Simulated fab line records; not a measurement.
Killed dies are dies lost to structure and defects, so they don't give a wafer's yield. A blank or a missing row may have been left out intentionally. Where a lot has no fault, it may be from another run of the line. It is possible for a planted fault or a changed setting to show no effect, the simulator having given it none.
A struck lot beside a sound one + flow sky130 + 35 steps out of a route of 708
Sound: these wafers, L810.1, L810.2, L810.6. Wafers struck: L827.3, L827.4, L827.5. The cause is given at the end.
Order at every step that has rows: each side's tool, ch and its chambers, its first start. Under that, the readings that differ: sound wafers + struck wafers + difference of the means + sigmas: that difference in standard deviations of wafers without a fault.
alike: readings whose means differ by less than 2 such deviations, and words and numbers that are the same on both sides. not compared: withheld readings, readings that some wafer has no value for, bounds like >300 that may hide the same value, and numbers for which the record gives no deviation and whose values overlap.
Wherever a step has rows on one side only, a row that says differs or no value, or a row with sigmas, the two part there. When numbers do not overlap yet have no deviation, they are printed without sigmas and do not part them. Lack of a reading on every wafer of one side parts them only where that side has two or more wafers.

first, 10 steps without rows for these wafers: SKY_POLY_GATE_COAT_08 (resist thk 450 nm); SKY_POLY_GATE_SOFTBAKE_09 (time 90 s); SKY_POLY_GATE_EXPOSE_10 (exposes mask P1M, target cd 150 nm); SKY_POLY_GATE_PEB_11; SKY_POLY_GATE_DEVELOP_12 (develop time 60 s); SKY_POLY_GATE_ETCH_15 (etches BARC in N2/H2, stops on SiO2, time 118.5 s, target depth 110 nm); SKY_POLY_GATE_ETCH_16 (etches Si3N4 in CH3F/O2, stops on poly-Si, time 147.5 s, target depth 75 nm); SKY_POLY_GATE_ETCH_17 (etches poly-Si in HBr/Cl2, stops on SiO2, target depth 180 nm, time 70.5 s); SKY_POLY_GATE_STRIP_18 (strips in O2/N2); SKY_POLY_GATE_CLEAN_19 (cleans in SC1/SC2, time 150 s).
SKY_POLY_GATE_OXIDATION_20: stabilise 600 s, purge 300 s, target thk 4 nm.
  sound on furnace-01 ch 0, day 16 05:32; struck on furnace-01 ch 0, day 22 20:55
  alike: spike_tc_upper_C
then, 23 steps without rows for these wafers: SKY_LDD_N_DEHYDRATE_00 (time 60 s); SKY_LDD_N_HMDS_01 (prime time 60 s); SKY_LDD_N_COAT_02 (resist thk 300 nm); SKY_LDD_N_SOFTBAKE_03 (time 60 s); SKY_LDD_N_EXPOSE_04 (exposes mask NTM, target cd 840 nm); SKY_LDD_N_PEB_05; SKY_LDD_N_DEVELOP_06 (develop time 60 s); SKY_LDD_N_IMPLANT_08; SKY_LDD_N_IMPLANT_09; SKY_LDD_N_IMPLANT_10; SKY_LDD_N_IMPLANT_11; SKY_LDD_N_IMPLANT_12; SKY_LDD_N_IMPLANT_13; SKY_LDD_N_IMPLANT_14; SKY_LDD_N_IMPLANT_15; SKY_LDD_N_STRIP_16 (strips in O2/N2); SKY_LDD_P_DEHYDRATE_00 (time 60 s); SKY_LDD_P_HMDS_01 (prime time 60 s); SKY_LDD_P_COAT_02 (resist thk 1140 nm); SKY_LDD_P_SOFTBAKE_03 (time 60 s); SKY_LDD_P_EXPOSE_04 (exposes mask PSDM, target cd 380 nm); SKY_LDD_P_PEB_05; SKY_LDD_P_DEVELOP_06 (develop time 60 s).
-- here the record skips 27 days between the struck wafers' starts before and after, leaving off in module LDD_P and picking up in module PAD_OPEN (first step shown: number 708 of the route) --
SKY_PAD_OPEN_PROBE_99:
  sound on prober-02, day 45 13:09; struck on prober-01, day 49 21:57
| reading                                           | sound                | struck               | difference | sigmas |
|---------------------------------------------------|----------------------|----------------------|------------|--------|
| model.etest.diode_nwell_sub.leak_log10_a_cm2      | -6.967 -7.344 -7.48  | -5.828 -5.995 -6.118 | +1.283     |        |
| model.etest.diode_dnwell_sub.leak_log10_a_cm2     | -7.646 -7.107 -7.116 | -6.124 -5.935 -5.731 | +1.360     |        |
| model.etest.diode_pwell_dnwell.leak_log10_a_cm2   | -7.78 -7.686 -7.393  | -6.636 -6.35 -6.39   | +1.161     |        |
| model.etest.diode_ndiff_pwell_hv.leak_log10_a_cm2 | -6.519 -6.84 -6.471  | -5.935 -5.729 -5.701 | +0.822     |        |
| model.etest.diode_pdiff_nwell_hv.leak_log10_a_cm2 | -6.467 -6.511 -6.647 | -6.126 -5.804 -5.643 | +0.684     |        |
| model.etest.diode_ndiff_pwell.leak_log10_a_cm2    | -7.444 -7.259 -7.317 | -6.796 -6.545 -6.468 | +0.737     |        |
| model.etest.diode_pdiff_nwell.leak_log10_a_cm2    | -7.414 -7.162 -7.327 | -6.589 -6.529 -6.647 | +0.713     |        |
| model.etest.nfet_16v.off_log10_a_um               | -13.86 -13.87 -13.82 | -13.17 -13.36 -13.32 | +0.57      |        |
  alike: killed_at_M0_to_M3, killed_at_M4_up, killed_at_contacts, killed_at_front_end, killed_at_other, killed_dies, killed_open, killed_short

== WHERE THEY PART ==
Nowhere in this record.

WHY: what had been put in by the simulator
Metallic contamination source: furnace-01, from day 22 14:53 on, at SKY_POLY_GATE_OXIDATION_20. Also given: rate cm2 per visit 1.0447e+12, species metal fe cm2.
